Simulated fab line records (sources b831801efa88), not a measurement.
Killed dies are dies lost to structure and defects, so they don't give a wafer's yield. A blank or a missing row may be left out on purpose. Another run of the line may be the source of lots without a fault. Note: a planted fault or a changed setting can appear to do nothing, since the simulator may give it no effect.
fab line records	flow sfq_line
record: lots: 13	wafers: 38	last_day: 82
route steps=325 shown A5B@209
lots with no fault: from the same line, run without faults
start_h: start of the lot's first displayed wafer, in hours after the record's first day	wait_h: hours from the lot's prior step to this one	" identical to the entry in the row above	L1.1+2: one row covering several wafers at once	- no value present, or no start provided	* or withheld: withheld	< > ~ a bound
route shown NAME@n: a module of which the file shows steps, and the number in the route of the first	usual: mean/standard deviation of fault-free wafers	same: alike in all rows	chamber/n: place in a boat	sites: the reading at each site	_std_site: how widely they spread, as a standard deviation	_edge_site: the outer-site mean with the inner-site mean subtracted	radius_mm: for every site, how far away it sits from the centre of the wafer	mask NAME#n: copy n	behind: the last tool/chamber to shape the wafer	hold: why the lot went on hold/how many hours it stayed there/how the hold came to an end	device: transistor that didn't switch, given as n, p or np	end of line: tests of these same wafers at the route's end	a step without rows: its recipe alone	killed: the dies lost at the first sort to structure and to defects; this is not the yield of the wafer	map: the dies of a wafer, with x for killed, . for not killed, _ for no die there
set.NAME: setting as actually run; set.NAME@STEP: the setting as run at that earlier step	model.NAME: the simulator's own value behind a step, which no gauge read
route steps across a sampled set of lots; one table per step, one row per wafer
services: from which hour (start_h, from the record's first day; less than 0 if before it) a tool's chamber was out of use, for how many hours, and why
== steps ==
step: SFQ_TRILAYER_A5B_DEP_PECVD_129
recipe: material: SiO2	temp_c: 150	time_s: 133.33	pressure_torr: 2.4	rf_w: 183.3	precursor: SiH4/N2O	target_thk_nm: 600
usual: heater_power_outer_w: 31/12	heater_power_w: 81/21	run_length_s: 161.3/0.57	susceptor_temp_C: 149.99/0.14	throttle_valve_pct: 25.2/1.5
lot.wafer	tool	chamber	start_h	wait_h	heater_power_outer_w	heater_power_w	run_length_s	susceptor_temp_C	throttle_valve_pct
L157.1	pecvd-03	0	1381.65	0.0	42	92	161.7	150.14	25.0
L157.2	"	2	"	"	17	56	162.4	149.87	27.5
L157.5	"	2	"	"	18	58	161.9	150.08	26.9
L158.1	pecvd-04	2	1384.05	0.0	46	105	161.3	149.93	23.3
L158.2	"	0	"	"	34	89	161.0	149.87	25.0
L158.3	"	1	"	"	29	77	161.3	150.08	24.8
L159.2	pecvd-03	1	1385.23	0.0	27	74	160.7	150.03	26.4
L159.4	"	1	"	"	29	76	161.1	149.84	26.7
L159.6	"	2	"	"	17	57	161.5	150.19	27.0
L160.3	pecvd-03	0	1396.03	0.0	45	94	161.7	149.81	25.2
L160.4	"	2	"	"	18	57	161.8	149.92	27.1
L160.6	"	0	"	"	47	98	161.4	149.93	25.3
L167.1	pecvd-03	0	1412.86	0.0	43	94	137.8	-	24.8
L167.3	"	1	"	"	30	79	160.6	150.06	26.7
L172.2	pecvd-01	1	1474.03	0.0	23	63	161.1	150.06	25.0
L172.5	"	0	"	"	22	63	161.0	149.91	22.5
L172.6	"	2	"	"	49	120	162.0	150.02	24.2
L173.1	pecvd-03	0	1484.85	0.0	46	97	161.7	149.74	25.2
L173.5	"	0	"	"	35	82	161.5	150.02	25.2
L173.6	"	2	"	"	15	52	162.2	149.90	27.3
L174.3	pecvd-01	0	1518.61	0.0	22	62	161.4	149.91	22.3
L174.5	"	0	"	"	13	52	161.4	150.06	22.4
L174.6	"	2	"	"	44	120	162.4	150.16	23.9
L175.1	pecvd-03	2	1524.45	0.0	12	49	162.6	149.92	27.2
L175.2	"	0	"	"	45	98	161.8	150.09	25.3
L175.3	"	1	"	"	30	80	160.7	150.28	26.3
L176.1	pecvd-03	1	1538.83	0.0	29	78	161.3	150.21	26.5
L176.5	"	2	"	"	18	56	162.0	149.89	27.3
L176.6	"	0	"	"	48	99	161.2	149.93	25.0
L177.1	pecvd-01	1	1630.65	0.0	26	68	160.9	149.82	25.4
L177.3	"	0	"	"	23	66	161.3	150.16	22.7
L177.5	"	1	"	"	15	55	161.0	149.83	25.5
L179.2	pecvd-03	1	1640.23	0.0	30	78	161.2	150.05	26.3
L179.4	"	0	"	"	44	94	161.3	149.91	25.3
L179.6	"	1	"	"	32	81	161.1	150.15	26.4
L180.2	pecvd-03	0	1643.83	0.0	38	87	161.3	150.25	25.2
L180.3	"	1	"	"	31	82	161.4	149.99	26.8
L180.4	"	2	"	"	9	44	162.1	150.27	27.3
== services ==
tool	chamber	start_h	hours	kind
pecvd-01	-	1393.75	3.1	repair
pecvd-04	2	1495.58	14.2	repair
pecvd-04	-	1527.26	6.0	pm
pecvd-01	-	1583.55	6.9	repair
pecvd-04	-	1598.21	0.6	repair
pecvd-04	-	1619.43	2.8	pm
== key ==
first_sign: step: SFQ_TRILAYER_A5B_DEP_PECVD_129	reading: run_length_s	direction: down	sigmas: 41	usual: *	struck: *
effect none on later readings
met_at SFQ_TRILAYER_A5B_DEP_PECVD_129
struck_lots L167
struck_wafers L167.1
onset_between 1396.03 1412.86
fault: kind: process_parameter_drift	tool: pecvd-03	chamber: -	onset_h: 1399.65	steps: SFQ_TRILAYER_A5B_DEP_PECVD_129	channel: time_s	offset: *	shape: step	end_h: 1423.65	scope: struck_wafers_only	acts_in: *	stated: *
